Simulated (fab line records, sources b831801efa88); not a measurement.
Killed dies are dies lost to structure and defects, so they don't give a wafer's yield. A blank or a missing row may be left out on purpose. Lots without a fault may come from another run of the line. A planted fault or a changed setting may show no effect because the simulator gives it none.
Which tool did it? | flow gf180mcu | 24 lots, 72 wafers sampled, at 6 steps of a route of 602

WHAT THE GAUGES READ, wafer by wafer
GF_STI_THK_MEAS_30. Usual: STI_OXIDATION_02_THK 9.17 nm, standard deviation 0.22.
lot  | measured    | on            | STI_OXIDATION_02_THK (nm) | flag
L074 | day 2 05:33 | film_metro-04 | 9.30 9.17 9.35            |
L075 | day 2 11:23 | film_metro-04 | 9.13 9.07 9.18            |
L076 | day 2 16:41 | film_metro-01 | 8.78 9.03 8.93            |
L077 | day 2 23:49 | film_metro-04 | 9.25 9.16 9.16            |
L078 | day 3 02:50 | film_metro-03 | 8.91 9.02 9.08            |
L079 | day 3 08:31 | film_metro-01 | 9.05 9.06 9.06            |
L080 | day 3 14:56 | film_metro-01 | 8.90 8.86 9.02            |
L081 | day 3 18:08 | film_metro-01 | 8.91 8.91 8.88            |
L082 | day 3 23:13 | film_metro-01 | 9.23 9.33 9.39            |
L083 | day 4 03:41 | film_metro-04 | 9.31 9.20 9.26            |
L084 | day 4 09:16 | film_metro-04 | 9.40 9.60 9.45            |
L085 | day 4 15:56 | film_metro-01 | 9.35 9.28 9.29            |
L086 | day 4 19:24 | film_metro-01 | 9.31 9.27 9.30            |
L087 | day 5 00:38 | film_metro-01 | 9.51 9.29 9.35            |
L088 | day 5 06:06 | film_metro-03 | 9.00 9.23 9.03            |
L089 | day 5 11:55 | film_metro-03 | 8.94 9.00 8.96            |
L090 | day 5 17:12 | film_metro-01 | 9.20 9.37 9.33            |
L091 | day 5 20:28 | film_metro-03 | 9.09 8.95 9.20            |
L092 | day 6 04:47 | film_metro-03 | 9.01 8.96 9.09            |
L093 | day 6 10:10 | film_metro-01 | 9.24 9.05 9.08            |
L094 | day 6 13:34 | film_metro-04 | 9.64 9.52 9.64            |
L095 | day 6 22:24 | film_metro-03 | 9.42 9.51 9.44            |
L096 | day 7 00:13 | film_metro-04 | 9.27 9.28 9.36            |
L097 | day 7 06:45 | film_metro-04 | 8.59 8.86 8.71            |

GF_NWELL_OVL_MEAS_07. Usual: NWELL_OVL -0.8 nm, standard deviation 1.6.
lot  | measured    | on         | NWELL_OVL (nm) | flag
L074 | day 3 06:27 | overlay-01 | 0.8 -2.4 0.2   |
L075 | day 3 12:19 | overlay-01 | -2.9 -3.2 -2.6 |
L076 | day 3 17:17 | overlay-01 | 2.6 -0.7 0.7   |
L077 | day 4 00:01 | overlay-01 | 1.0 2.9 0.0    |
L078 | day 4 05:37 | overlay-01 | -1.2 -1.5 -1.9 |
L079 | day 4 11:13 | overlay-01 | 1.3 3.2 2.2    |
L080 | day 4 18:21 | overlay-01 | -0.8 -0.5 0.4  |
L081 | day 4 20:59 | overlay-01 | 0.5 -2.4 -1.1  |
L082 | day 5 03:18 | overlay-01 | 0.7 -0.6 -0.1  |
L083 | day 5 08:22 | overlay-01 | -3.6 0.8 0.3   |
L084 | day 5 12:48 | overlay-01 | -3.6 -1.6 -0.9 |
L085 | day 5 20:19 | overlay-01 | -3.5 -1.7 -3.9 |
L086 | day 6 00:37 | overlay-01 | -0.2 -1.5 -1.0 |
L087 | day 6 05:25 | overlay-01 | -1.9 0.8 -2.0  |
L088 | day 6 10:49 | overlay-01 | 2.0 1.4 1.4    |
L089 | day 6 17:56 | overlay-01 | -2.1 -3.0 -3.8 |
L090 | day 6 23:15 | overlay-02 | 1.6 0.4 0.6    |
L091 | day 7 01:49 | overlay-02 | 0.1 -0.3 0.0   |
L092 | day 7 10:38 | overlay-02 | 0.5 0.2 -0.1   |
L093 | day 7 17:19 | overlay-01 | -2.4 -1.2 -1.6 |
L094 | day 7 20:51 | overlay-02 | 0.5 0.4 -0.2   |
L095 | day 8 05:25 | overlay-01 | 0.2 -0.5 2.3   |
L096 | day 8 08:14 | overlay-01 | -1.9 -0.1 -2.1 |
L097 | day 8 15:11 | overlay-01 | -2.8 -2.9 -3.1 |

GF_V5_OVL_MEAS_15. Usual: V5_OVL -1 nm, standard deviation 5.7.
lot  | measured     | on         | V5_OVL (nm) | flag
L074 | day 27 05:07 | overlay-01 | -1 1 -8     |
L075 | day 27 10:19 | overlay-02 | 1 5 0       |
L076 | day 27 20:46 | overlay-01 | -3 5 -7     |
L077 | day 28 06:19 | overlay-02 | 8 -2 1      |
L078 | day 28 19:02 | overlay-01 | -5 7 -1     |
L079 | day 28 20:10 | overlay-01 | -6 -4 -11   |
L080 | day 29 05:58 | overlay-02 | -8 5 2      |
L081 | day 29 16:26 | overlay-01 | -8 -4 0     |
L082 | day 29 18:38 | overlay-02 | -3 0 -5     |
L083 | day 29 22:52 | overlay-01 | -16 -6 -10  |
L084 | day 30 05:58 | overlay-02 | -6 -1 -3    |
L085 | day 30 16:07 | overlay-01 | -7 -3 -5    |
L086 | day 30 21:28 | overlay-02 | 6 0 3       |
L087 | day 31 03:54 | overlay-02 | 0 -8 -4     |
L088 | day 31 06:54 | overlay-02 | -9 0 -5     |
L089 | day 31 19:19 | overlay-01 | -3 -4 7     |
L090 | day 31 22:52 | overlay-02 | -5 0 0      |
L091 | day 32 04:16 | overlay-01 | 2 5 2       |
L092 | day 32 08:40 | overlay-01 | 2 2 12      |
L093 | day 32 14:52 | overlay-01 | 4 -8 6      |
L094 | day 33 00:02 | overlay-02 | 7 6 7       |
L095 | day 33 04:40 | overlay-01 | 6 1 2       |
L096 | day 33 09:55 | overlay-02 | -3 -5 -1    |
L097 | day 33 17:07 | overlay-01 | 6 6 2       |

WHICH TOOL RAN EACH LOT (tool, then ch and the chambers of the sampled wafers, then the start)
lot  | GF_VT_IMPLANT_RTA_45             | GF_M2_SPUTTER_02             | GF_M2_STRIP_17
L074 | rtp_anneal-02 ch 0, day 7 12:18  | pvd_sputter-04, day 18 03:08 | plasma_asher-04 ch 0,1, day 19 03:19
L075 | rtp_anneal-02 ch 0, day 7 19:56  | pvd_sputter-02, day 18 09:26 | plasma_asher-03 ch 0,1, day 19 09:59
L076 | rtp_anneal-01 ch 0, day 8 01:08  | pvd_sputter-04, day 18 21:56 | plasma_asher-04 ch 0,1, day 19 22:59
L077 | rtp_anneal-02 ch 0, day 8 09:38  | pvd_sputter-04, day 19 09:37 | plasma_asher-03 ch 0,1, day 20 10:17
L078 | rtp_anneal-01 ch 0, day 8 16:22  | pvd_sputter-02, day 19 23:23 | plasma_asher-02 ch 0,1, day 20 23:37
L079 | rtp_anneal-01 ch 0, day 8 22:27  | pvd_sputter-02, day 20 03:34 | plasma_asher-02 ch 0,1, day 21 03:17
L080 | rtp_anneal-02 ch 0, day 9 07:56  | pvd_sputter-04, day 20 14:14 | plasma_asher-02 ch 0,1, day 21 14:37
L081 | rtp_anneal-02 ch 0, day 9 11:23  | pvd_sputter-02, day 21 04:12 | plasma_asher-02 ch 0,1, day 22 03:45
L082 | rtp_anneal-02 ch 0, day 9 19:26  | pvd_sputter-02, day 21 06:49 | plasma_asher-04 ch 0,1, day 22 06:34
L083 | rtp_anneal-01 ch 0, day 10 00:52 | pvd_sputter-04, day 21 12:33 | plasma_asher-04 ch 0,1, day 22 11:47
L084 | rtp_anneal-01 ch 0, day 10 07:31 | pvd_sputter-02, day 21 21:38 | plasma_asher-04 ch 0,1, day 22 20:40
L085 | rtp_anneal-02 ch 0, day 10 17:02 | pvd_sputter-03, day 22 10:19 | plasma_asher-02 ch 0,1, day 23 09:42
L086 | rtp_anneal-02 ch 0, day 10 20:17 | pvd_sputter-04, day 22 16:38 | plasma_asher-02 ch 0,1, day 23 16:08
L087 | rtp_anneal-01 ch 0, day 11 02:26 | pvd_sputter-02, day 23 00:32 | plasma_asher-03 ch 0, day 23 23:53
L088 | rtp_anneal-01 ch 0, day 11 09:02 | pvd_sputter-03, day 23 07:08 | plasma_asher-04 ch 0,1, day 24 06:32
L089 | rtp_anneal-01 ch 0, day 11 18:26 | pvd_sputter-02, day 23 21:35 | plasma_asher-02 ch 0,1, day 24 20:10
L090 | rtp_anneal-01 ch 0, day 12 00:14 | pvd_sputter-02, day 24 01:59 | plasma_asher-04 ch 0,1, day 25 00:37
L091 | rtp_anneal-02 ch 0, day 12 06:07 | pvd_sputter-04, day 24 10:55 | plasma_asher-04 ch 0,1, day 25 08:40
L092 | rtp_anneal-02 ch 0, day 12 16:53 | pvd_sputter-04, day 24 18:42 | plasma_asher-03 ch 0,1, day 25 16:47
L093 | rtp_anneal-01 ch 0, day 12 23:07 | pvd_sputter-03, day 24 22:45 | plasma_asher-03 ch 0,1, day 25 21:07
L094 | rtp_anneal-01 ch 0, day 13 04:35 | pvd_sputter-02, day 25 10:14 | plasma_asher-04 ch 0,1, day 26 07:52
L095 | rtp_anneal-01 ch 0, day 13 15:25 | pvd_sputter-04, day 25 19:32 | plasma_asher-03 ch 0,1, day 26 16:52
L096 | rtp_anneal-02 ch 0, day 13 18:26 | pvd_sputter-02, day 26 01:55 | plasma_asher-02 ch 0,1, day 26 22:40
L097 | rtp_anneal-01 ch 0, day 14 03:48 | pvd_sputter-03, day 26 10:41 | plasma_asher-03 ch 0,1, day 27 07:53
- GF_VT_IMPLANT_RTA_45: time 30 s.
- GF_M2_SPUTTER_02: material AlCu, target thk 450 nm, time 23.9 s.
- GF_M2_STRIP_17: strips in O2/N2.

WHAT THE TOOLS THEMSELVES READ (means of the sampled wafers that have a number; where no wafer has one, the mark that the record gives instead)
GF_VT_IMPLANT_RTA_45. Usual: lamp_power_pct 42 %, standard deviation 5.9; wafer_temp_C_max 1054.2, standard deviation 0.96.
lot  | tool          | lamp_power_pct (%) | wafer_temp_C_max | flag
L074 | rtp_anneal-02 | 35                 | 1054.8           |
L075 | rtp_anneal-02 | 35                 | 1054.4           |
L076 | rtp_anneal-01 | 47                 | 1053.3           |
L077 | rtp_anneal-02 | 35                 | 1054.9           |
L078 | rtp_anneal-01 | 47                 | 1053.7           |
L079 | rtp_anneal-01 | 47                 | 1053.6           |
L080 | rtp_anneal-02 | 35                 | 1055.2           |
L081 | rtp_anneal-02 | 35                 | 1055.0           |
L082 | rtp_anneal-02 | 35                 | 1055.5           |
L083 | rtp_anneal-01 | 47                 | 1054.1           |
L084 | rtp_anneal-01 | 47                 | 1053.2           |
L085 | rtp_anneal-02 | 35                 | 1055.3           |
L086 | rtp_anneal-02 | 35                 | 1055.8           |
L087 | rtp_anneal-01 | 47                 | 1053.9           |
L088 | rtp_anneal-01 | 47                 | 1053.6           |
L089 | rtp_anneal-01 | 47                 | 1053.4           |
L090 | rtp_anneal-01 | 47                 | 1053.9           |
L091 | rtp_anneal-02 | 35                 | 1054.7           |
L092 | rtp_anneal-02 | 35                 | 1055.9           |
L093 | rtp_anneal-01 | 47                 | 1054.2           |
L094 | rtp_anneal-01 | 47                 | 1054.0           |
L095 | rtp_anneal-01 | 47                 | 1053.8           |
L096 | rtp_anneal-02 | 35                 | 1054.6           |
L097 | rtp_anneal-01 | 47                 | 1054.1           |

GF_M2_SPUTTER_02. Usual: throttle_valve_pct 30.5 %, standard deviation 0.86.
lot  | tool           | throttle_valve_pct (%) | flag
L074 | pvd_sputter-04 | 30.2                   |
L075 | pvd_sputter-02 | 30.3                   |
L076 | pvd_sputter-04 | 30.2                   |
L077 | pvd_sputter-04 | 31.0                   |
L078 | pvd_sputter-02 | 31.1                   |
L079 | pvd_sputter-02 | 30.4                   |
L080 | pvd_sputter-04 | 30.6                   |
L081 | pvd_sputter-02 | 30.0                   |
L082 | pvd_sputter-02 | 30.7                   |
L083 | pvd_sputter-04 | 30.0                   |
L084 | pvd_sputter-02 | 29.7                   |
L085 | pvd_sputter-03 | 29.8                   |
L086 | pvd_sputter-04 | 31.1                   |
L087 | pvd_sputter-02 | 30.5                   |
L088 | pvd_sputter-03 | 30.2                   |
L089 | pvd_sputter-02 | 31.1                   |
L090 | pvd_sputter-02 | 31.4                   |
L091 | pvd_sputter-04 | 30.6                   |
L092 | pvd_sputter-04 | 30.3                   |
L093 | pvd_sputter-03 | 29.5                   |
L094 | pvd_sputter-02 | 30.5                   |
L095 | pvd_sputter-04 | 30.6                   |
L096 | pvd_sputter-02 | 30.7                   |
L097 | pvd_sputter-03 | 30.9                   |

GF_M2_STRIP_17. Usual: drypump_motor_current_A 5.78 A, standard deviation 0.24; heater_power_w 309 W, standard deviation 28; oes_product_au 0.538 a.u., standard deviation 0.0049; strip_time_to_endpoint_s 7.40 s, standard deviation 0.053.
lot  | tool            | drypump_motor_current_A (A) | heater_power_w (W) | oes_product_au (a.u.) | strip_time_to_endpoint_s (s) | flag
L074 | plasma_asher-04 | 5.51                        | 307                | 0.534                 | 7.36                         |
L075 | plasma_asher-03 | 5.77                        | 331                | 0.537                 | 7.45                         |
L076 | plasma_asher-04 | 5.53                        | 300                | 0.537                 | 7.37                         |
L077 | plasma_asher-03 | 5.82                        | 336                | 0.539                 | 7.36                         |
L078 | plasma_asher-02 | 6.05                        | 302                | 0.537                 | 7.42                         |
L079 | plasma_asher-02 | 5.95                        | 281                | 0.542                 | 7.44                         |
L080 | plasma_asher-02 | 5.95                        | 276                | 0.536                 | 7.44                         |
L081 | plasma_asher-02 | 5.95                        | 279                | 0.542                 | 7.40                         |
L082 | plasma_asher-04 | 5.51                        | 307                | 0.544                 | 7.44                         |
L083 | plasma_asher-04 | 5.52                        | 307                | 0.540                 | 7.42                         |
L084 | plasma_asher-04 | 5.51                        | 306                | 0.534                 | 7.36                         |
L085 | plasma_asher-02 | 5.94                        | 276                | 0.540                 | 7.44                         |
L086 | plasma_asher-02 | 6.05                        | 301                | 0.534                 | 7.36                         |
L087 | plasma_asher-03 | 5.66                        | 329                | 0.536                 | 7.43                         |
L088 | plasma_asher-04 | 5.63                        | 308                | 0.542                 | 7.42                         |
L089 | plasma_asher-02 | 6.06                        | 301                | 0.535                 | 7.45                         |
L090 | plasma_asher-04 | 5.52                        | 305                | 0.542                 | 7.44                         |
L091 | plasma_asher-04 | 5.64                        | 311                | 0.536                 | 7.42                         |
L092 | plasma_asher-03 | 5.84                        | 334                | 0.533                 | 7.36                         |
L093 | plasma_asher-03 | 5.74                        | 336                | 0.538                 | 7.35                         |
L094 | plasma_asher-04 | 5.50                        | 302                | 0.541                 | 7.39                         |
L095 | plasma_asher-03 | 5.81                        | 332                | 0.538                 | 7.51                         |
L096 | plasma_asher-02 | 6.05                        | 300                | 0.537                 | 7.39                         |
L097 | plasma_asher-03 | 5.75                        | 329                | 0.536                 | 7.37                         |

THE ANSWER, worked out from the rows above alone
Rule: a lot is off if the mean of its wafers that have a number lies more than 3 standard deviations from the usual mean. A lot without any number at a reading at which 4 lots or more have one is off too. The other lots that the step has rows for count as sound. The gauges are gone through in route order, then the tools' own readings, and for those a lot's mean is taken as printed above. The first step at which some lot is off is used, and at that step the reading that is off furthest; a lot without a number counts as furthest.
No lot is off at any reading shown: from this, nothing can be told.

WHAT THE SIMULATOR HAD PUT IN
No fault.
